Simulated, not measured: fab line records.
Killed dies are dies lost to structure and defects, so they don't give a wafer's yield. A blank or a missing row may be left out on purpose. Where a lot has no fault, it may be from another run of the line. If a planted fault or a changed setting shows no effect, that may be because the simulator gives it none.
Which tool is to blame?    flow gf180mcu    33 wafers from 11 lots sampled at 3 of the route's 602 steps

WHAT THE GAUGES SHOWED, per wafer
GF_CONTACT_RS_MEAS_25: the measuring method here is four-point-probe.
lot   measured      on             CONTACT_W_RS (ohm/sq)
L431  day 17 01:46  film-metro-03  0.380 0.379 0.379
L432  day 17 09:58  film-metro-01  0.382 0.381 0.380
L433  day 17 14:17  film-metro-03  0.378 0.871 0.380
L434  day 18 06:04  film-metro-03  0.864 0.378 0.378
L444  day 21 15:59  film-metro-01  0.378 0.375 0.389
L446  day 22 09:56  film-metro-01  0.385 0.381 0.385
L448  day 23 01:33  film-metro-04  0.384 0.384 0.382
L449  day 23 06:13  film-metro-04  0.381 0.386 0.381
L452  day 24 04:12  film-metro-04  0.384 0.373 0.372
L453  day 24 11:50  film-metro-04  0.384 0.379 0.382
L454  day 24 20:53  film-metro-03  0.387 0.391 0.380

TOOL THAT RAN EACH LOT (tool first, then ch and the chambers of the sampled wafers, then the start)
lot   GF_CONTACT_STRIP_18                   GF_CONTACT_CVD_24
L431  plasma-asher-01 ch 0,1, day 17 01:14  cvd-w-02 ch 0,1, day 17 01:39
L432  plasma-asher-03 ch 0,1, day 17 09:19  cvd-w-02 ch 1, day 17 09:48
L433  plasma-asher-03 ch 0,1, day 17 13:47  cvd-w-02 ch 0,1, day 17 14:11
L434  plasma-asher-03 ch 0,1, day 18 05:34  cvd-w-02 ch 0,1, day 18 05:58
L444  plasma-asher-01 ch 0,1, day 21 15:29  cvd-w-01 ch 0,1, day 21 15:53
L446  plasma-asher-03 ch 0,1, day 22 09:26  cvd-w-02 ch 0,1, day 22 09:50
L448  plasma-asher-03 ch 1, day 23 01:03    cvd-w-02 ch 0, day 23 01:27
L449  plasma-asher-04 ch 0,1, day 23 05:43  cvd-w-02 ch 0,1, day 23 06:07
L452  plasma-asher-01 ch 0, day 24 03:41    cvd-w-01 ch 0,1, day 24 04:06
L453  plasma-asher-01 ch 0,1, day 24 11:17  cvd-w-02 ch 0,1, day 24 11:43
L454  plasma-asher-04 ch 0,1, day 24 20:22  cvd-w-01 ch 0,1, day 24 20:46
- GF_CONTACT_STRIP_18: strips in O2/N2.
- GF_CONTACT_CVD_24: deposits W, target thk 300 nm, time 90.339 s.

THE ANSWER, worked out from the rows above alone
Rule: usual is defined by the lots themselves. Put in order of their means at a reading, lots are off if they are a third of the lots or fewer, leave a main group of 4 or more, and stand apart from it by a gap of 3 or more times the standard deviation of the main group's means; of several such gaps the widest counts. A main group whose means are all the same, to the digits that the tables above print for the reading, isn't used. Also off: a lot with no number at a reading for which 4 or more lots have one. Any other lot the step has rows for is counted as sound.
Off: L433, L434, at GF_CONTACT_RS_MEAS_25 (CONTACT_W_RS). Main group: mean 0.382 ohm/sq, sd 0.0026.
A tool fits if, at a process step before that reading, it ran every lot that is off, and no sound lot after the first of them. Those tools and the gauges at GF_CONTACT_RS_MEAS_25 are tried in the same way. No candidate that was tried fits.

WHAT WAS PUT IN BY THE SIMULATOR
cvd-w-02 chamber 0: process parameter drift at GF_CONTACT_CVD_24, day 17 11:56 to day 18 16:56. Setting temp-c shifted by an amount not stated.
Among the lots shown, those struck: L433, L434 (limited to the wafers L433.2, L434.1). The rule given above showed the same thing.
